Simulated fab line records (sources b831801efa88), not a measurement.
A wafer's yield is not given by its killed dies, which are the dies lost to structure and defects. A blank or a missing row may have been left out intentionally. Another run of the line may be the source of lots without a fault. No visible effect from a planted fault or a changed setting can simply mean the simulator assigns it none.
What tool caused it?    flow sky130    Sampling: 11 lots, 33 wafers, 4 of 708 route steps

WHAT THE GAUGES READ, wafer by wafer
SKY_CONTACT_THK_MEAS_01.
lot   measured      on             CONTACT_CVD_00_THK (nm)
L139  day 30 11:04  film_metro-01  72.7 73.8 75.4
L141  day 31 08:07  film_metro-04  73.8 75.9 75.6
L143  day 31 20:46  film_metro-04  73.9 73.5 74.7
L144  day 32 11:22  film_metro-04  74.8 74.1 76.6
L146  day 32 21:45  film_metro-01  73.6 48.7 74.9
L151  day 34 08:31  film_metro-01  75.1 49.6 75.0
L157  day 36 11:13  film_metro-04  73.9 75.6 76.1
L159  day 36 17:59  film_metro-04  74.2 74.6 75.5
L160  day 37 05:28  film_metro-04  74.8 75.2 74.8
L161  day 37 12:41  film_metro-02  74.2 75.0 76.3
L162  day 37 17:31  film_metro-01  72.9 75.4 74.4

TOOL THAT RAN EACH LOT (tool first, then ch and the chambers of the sampled wafers, then the start)
lot   SKY_LDD_LDN_STRIP_12                  SKY_RES_XHIGH_STRIP_08                SKY_CONTACT_CVD_00
L139  plasma_asher-04 ch 0,1, day 22 19:43  plasma_asher-01 ch 0,1, day 26 18:07  pecvd-02 ch 0,1, day 30 11:01
L141  plasma_asher-01 ch 0,1, day 23 22:25  plasma_asher-03 ch 0,1, day 27 16:32  pecvd-04 ch 0,2, day 31 08:04
L143  plasma_asher-01 ch 0,1, day 24 12:25  plasma_asher-02 ch 0,1, day 28 05:38  pecvd-02 ch 0,2, day 31 20:44
L144  plasma_asher-01 ch 0,1, day 25 03:27  plasma_asher-01 ch 0,1, day 28 20:08  pecvd-02 ch 0,1,2, day 32 11:20
L146  plasma_asher-01 ch 0,1, day 25 12:19  plasma_asher-01 ch 0,1, day 29 06:13  pecvd-02 ch 0,1, day 32 21:43
L151  plasma_asher-04 ch 0,1, day 27 05:09  plasma_asher-01 ch 0, day 30 20:14    pecvd-02 ch 0,2, day 34 08:29
L157  plasma_asher-01 ch 1, day 29 12:08    plasma_asher-02 ch 0,1, day 33 00:25  pecvd-03 ch 0,2, day 36 11:10
L159  plasma_asher-02 ch 0,1, day 29 17:14  plasma_asher-02 ch 0,1, day 33 06:10  pecvd-03 ch 1,2, day 36 17:56
L160  plasma_asher-04 ch 0,1, day 30 08:06  plasma_asher-02 ch 0,1, day 33 20:10  pecvd-04 ch 1,2, day 37 05:25
L161  plasma_asher-04 ch 0,1, day 30 14:26  plasma_asher-01 ch 0,1, day 34 01:59  pecvd-04 ch 0,1, day 37 12:39
L162  plasma_asher-04 ch 1, day 30 20:00    plasma_asher-01 ch 0,1, day 34 07:14  pecvd-04 ch 0,2, day 37 17:28
- SKY_LDD_LDN_STRIP_12: strips in O2/N2.
- SKY_RES_XHIGH_STRIP_08: strips in O2/N2.
- SKY_CONTACT_CVD_00: deposits Si3N4, target thk 75 nm.

THE ANSWER, worked out from the rows above alone
Rule: the lots themselves supply what counts as usual. Put in order of their means at a reading, lots are off if they are a third of the lots or fewer, leave a main group of 4 or more, and stand apart from it by a gap of 3 or more times the standard deviation of the main group's means; of several such gaps the widest counts. If all means in a main group match to the digits the tables above print for the reading, that group is not used. A lot without any number at a reading at which 4 lots or more have one is off too. Any other lot the step has rows for is counted as sound.
Off: L146, L151, seen at SKY_CONTACT_THK_MEAS_01 (CONTACT_CVD_00_THK). The main group: mean 74.7 nm, standard deviation 0.48.
A tool fits if, at a process step before that reading, it ran every lot that is off, and no sound lot after the first of them. Gauges at SKY_CONTACT_THK_MEAS_01: tried the same way as those tools. One candidate fits, namely pecvd-02 at SKY_CONTACT_CVD_00. A fault onset in the window from L144 (day 32 11:20, its last sound lot) to L146 (day 32 21:43, its first lot off) fits.

WHAT HAD BEEN PUT IN BY THE SIMULATOR
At SKY_CONTACT_CVD_00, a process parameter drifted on pecvd-02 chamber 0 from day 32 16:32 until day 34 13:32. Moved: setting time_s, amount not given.
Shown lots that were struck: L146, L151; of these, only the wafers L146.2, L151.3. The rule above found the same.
